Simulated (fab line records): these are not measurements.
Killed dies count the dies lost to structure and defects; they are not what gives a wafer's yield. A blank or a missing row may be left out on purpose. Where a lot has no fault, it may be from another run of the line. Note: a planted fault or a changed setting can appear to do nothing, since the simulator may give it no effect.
Chamber matching + flow gf180mcu + 3 sister chambers for GF_V2_CVD_00 on hdpcvd-01
The step deposits SiO2, target thk 600 nm, time 100 s. 3 wafers are shown with their chamber, then 8 later ones without.

== WAFERS, EACH WITH ITS CHAMBER ==
| wafer  | chamber | pressure mtorr (mTorr) |
|--------|---------|------------------------|
| L709.6 | 0       | 5.994                  |
| L710.4 | 2       | 6.028                  |
| L713.3 | 1       | 6.009                  |

== WAFERS WITH NO CHAMBER GIVEN ==
| wafer  | pressure mtorr (mTorr) |
|--------|------------------------|
| L713.5 | 5.999                  |
| L713.6 | 5.990                  |
| L723.2 | 5.982                  |
| L723.4 | 5.992                  |
| L723.6 | 6.018                  |
| L725.1 | 5.974                  |
| L725.2 | 6.002                  |
| L725.6 | 5.985                  |

== THE CHAMBER EACH PASSED THROUGH ==
| wafer  | from the rows above          | in truth |
|--------|------------------------------|----------|
| L713.5 | can't be placed: 0 or 1      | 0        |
| L713.6 | can't be placed: 0 or 1      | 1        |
| L723.2 | can't be placed: 0 or 1      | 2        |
| L723.4 | can't be placed: 0 or 1      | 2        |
| L723.6 | can't be placed: 1 or 2 or 0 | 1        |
| L725.1 | can't be placed: 0 or 1      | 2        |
| L725.2 | can't be placed: 1 or 0 or 2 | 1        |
| L725.6 | can't be placed: 0 or 1      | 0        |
0 of 8 placed correctly. From these rows, 8 cannot be placed; in 5 the true chamber is one of the candidates. Number placed wrongly: 0.
How it was worked out, from the rows above alone: a wafer's distance from a chamber is the root of the sum, over the readings, of the square of ((its reading less the chamber's mean) divided by the reading's scatter). The wafer belongs to the nearest chamber; if the next one is less than 2 further off, it can't be placed. A chamber's mean is the mean of its shown wafers. The scatter: with one shown wafer a chamber, the root of the mean of the squares of how far each hidden wafer lies from its nearest shown one.
